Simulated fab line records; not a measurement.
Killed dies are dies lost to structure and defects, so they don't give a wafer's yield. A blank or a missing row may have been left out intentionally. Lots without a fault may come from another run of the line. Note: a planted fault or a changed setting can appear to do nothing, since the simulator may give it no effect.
2 desks looking at one fault ; flow sfqLine ; only its own numbers are on each desk; what lay behind them is given at the end

## DESK OF THE TOOL OWNER: krfScanner-02
The tool's own readings at SFQ_TRILAYER_C5_LITHO_EXPOSE_152 (exposes mask C5, target cd 500 nm): means of the sampled wafers that have a number, for each lot that ran on this tool. Any lot whose mean is over 4 standard deviations away from the usual mean is out of limits and marked OUT; that distance is given in the brackets.
Columns: A = exposureDoseMJCm2 at SFQ_TRILAYER_C5_LITHO_EXPOSE_152, usual 21.305; B = stageVelMmS at SFQ_TRILAYER_C5_LITHO_EXPOSE_152, usual 500.07 mm/s
lot;first seen here;A;B
L126;day 72 12:50;21.300;500.03
L127;day 72 19:02;24.254 (+99 or more) OUT;500.23
L128;day 72 23:38;24.265 (+99 or more) OUT;499.96
L129;day 73 10:26;24.251 (+99 or more) OUT;500.25
This desk's verdict: out of limits on L127, L128, L129, starting with L127 at day 72 19:02 (exposureDoseMJCm2 at SFQ_TRILAYER_C5_LITHO_EXPOSE_152). In limits: L126.

## METROLOGY DESK
What the gauges read for every lot (on any tool): the sampled wafers with a number, averaged. Any lot whose mean is over 4 standard deviations away from the usual mean is out of limits and marked OUT; that distance is given in the brackets.
Columns: A = I5_OVL at SFQ_I5_OVL_MEAS_936, usual -3 nm; B = C5_OVL at SFQ_C5_OVL_MEAS_937, usual 1 nm
lot;first seen here;A;B
L126;day 66 22:25;-3;2
L127;day 67 09:13;1;-2
L128;day 67 15:13;1;3
L129;day 68 03:13;-3;-5
L130;day 69 07:31;-6;12
L137;day 71 21:32;-4;4
L140;day 72 15:32;-1;-3
This desk's verdict: no lot among the 7 shows anything out of limits.

## PUT TOGETHER
The tool owner's desk could have raised an alarm at day 72 19:02, on L127, L128, L129.
Nothing out of limits was seen by the metrology desk.
The metrology desk has L127, L128, L129 on record, within its limits.
Every lot named ran SFQ_TRILAYER_C5_LITHO_EXPOSE_152 on krfScanner-02.

## WHAT THE SIMULATOR PUT IN
Process parameters drifting: krfScanner-02 at SFQ_TRILAYER_C5_LITHO_EXPOSE_152, beginning at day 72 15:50. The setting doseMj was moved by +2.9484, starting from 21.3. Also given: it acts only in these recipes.
Lots struck among those shown: L127, L128, L129.
Each desk's first reading out of limits, in hours after the fault started: the tool owner's desk, 3.
